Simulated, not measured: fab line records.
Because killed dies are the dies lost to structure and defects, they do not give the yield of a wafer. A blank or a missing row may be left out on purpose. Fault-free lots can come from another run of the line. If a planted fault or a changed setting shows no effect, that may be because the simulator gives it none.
Problem report, 8D (eight disciplines) form, completed by code / flow sfqLine / the parts of the form that need people (team, actions taken, sign-off) are left out

## 1. THE ISSUE
M2_NB_RS at SFQ_M2_RS_MEAS_914 reads a mean of 0.768 ohm/sq on 3 wafers of 3 lots; wafers without a fault read 0.898 ohm/sq with a standard deviation of 0.0089. Measured from the usual mean, that is -15 standard deviations.
The step: measures by four-point-probe.
First observed at day 25 12:48: wafer L123.5, on filmMetro-02. The record has a number at this step for 42 wafers belonging to 15 lots. The rule behind "out" and "out of limits": a value lying over 4 standard deviations away from the usual mean. Any other wafer with a number is counted as sound.

## 2. WHAT IT IS, AND WHAT IT ISN'T
question=which readings at this step | is=M2_NB_RS | is not=-
question=which lots | is=L123, L126, L129 | is not=L115, L116, L117, L118, L119, L120, L124, L128, L130, L133, L134, L136
question=which wafers of those lots | is=L123.5, L126.2, L129.2 | is not=L123.1, L126.1, L129.4
question=read on which gauges | is=filmMetro-02, filmMetro-03 | is not=filmMetro-04
question=when | is=from day 25 12:48 | is not=up to then (19 sound wafers); but 20 sound wafers of L124, L126, L128, L129, L130, L133, L134, L136 came after

## 3. WHAT RULES OUT EACH SUSPECT
Counting: any tool at a process step up to the reading remains a suspect provided it ran every lot that is out. Sound lots after the first of them don't rule it out here, since some wafers of a struck lot are sound.
- the gauge at SFQ_M2_RS_MEAS_914 has been ruled out. The wafers that are out were read on 2 gauges (filmMetro-02, filmMetro-03).
- pvdSputter-05 at SFQ_TRILAYER_M2_DEP_SPUTTER_055 (material Nb, target thk 200 nm, time 133.3 s): kept. It processed each lot that is out (first: L123, day 25 12:43); up to then, its last sound lot is L119 (day 24 20:38).
After counting, what remains is pvdSputter-05 at SFQ_TRILAYER_M2_DEP_SPUTTER_055.

## 4. THE CAUSE (what the simulator had put in)
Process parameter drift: pvdSputter-05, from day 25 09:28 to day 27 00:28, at SFQ_TRILAYER_M2_DEP_SPUTTER_055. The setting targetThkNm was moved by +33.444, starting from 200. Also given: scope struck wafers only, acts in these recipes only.
This tool alone remained once counting was done.

## 5. THE EFFECT CHAIN, in route order
One row per reading whose mean, taken over the struck wafers that have a number, lies over 3 standard deviations from the usual. Only readings whose record carries a usual standard deviation are examined. hours: median over the lots of the time between each lot's start at the first step of this table that gives one and its start at this step. sigmas: the change, counted in usual standard deviations.
hours=0; step=SFQ_M2_RS_MEAS_914; reading=M2_NB_RS; usual=0.898 ohm/sq; on struck wafers=0.768; change=-0.130; sigmas=-15
hours=139; step=SFQ_TRILAYER_M2_ETCH_METAL_ETCH_060; reading=oesProductAu; usual=0.888 a.u.; on struck wafers=0.971; change=+0.083; sigmas=+12
The process steps in it:
- SFQ_TRILAYER_M2_ETCH_METAL_ETCH_060: etches Nb in Cl2/Ar, stops on SiO2, target depth 240 nm, time 120 s.

## 6. WHAT WOULD HAVE CAUGHT IT SOONER
Counted from the fault's start at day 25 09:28, it took 3 hours until the first out-of-limits reading at a measuring or inspecting step in this record, taken at day 25 12:48.
Tool readings at SFQ_TRILAYER_M2_DEP_SPUTTER_055 with a usual standard deviation given in the record: none out on any struck wafer, hence no alarm at a limit of 4 standard deviations on them.
Among the 3 lots that are out, L126, L129 began SFQ_TRILAYER_M2_DEP_SPUTTER_055 on pvdSputter-05 after day 25 12:48. A hold on the tool at that time would have spared those 2.
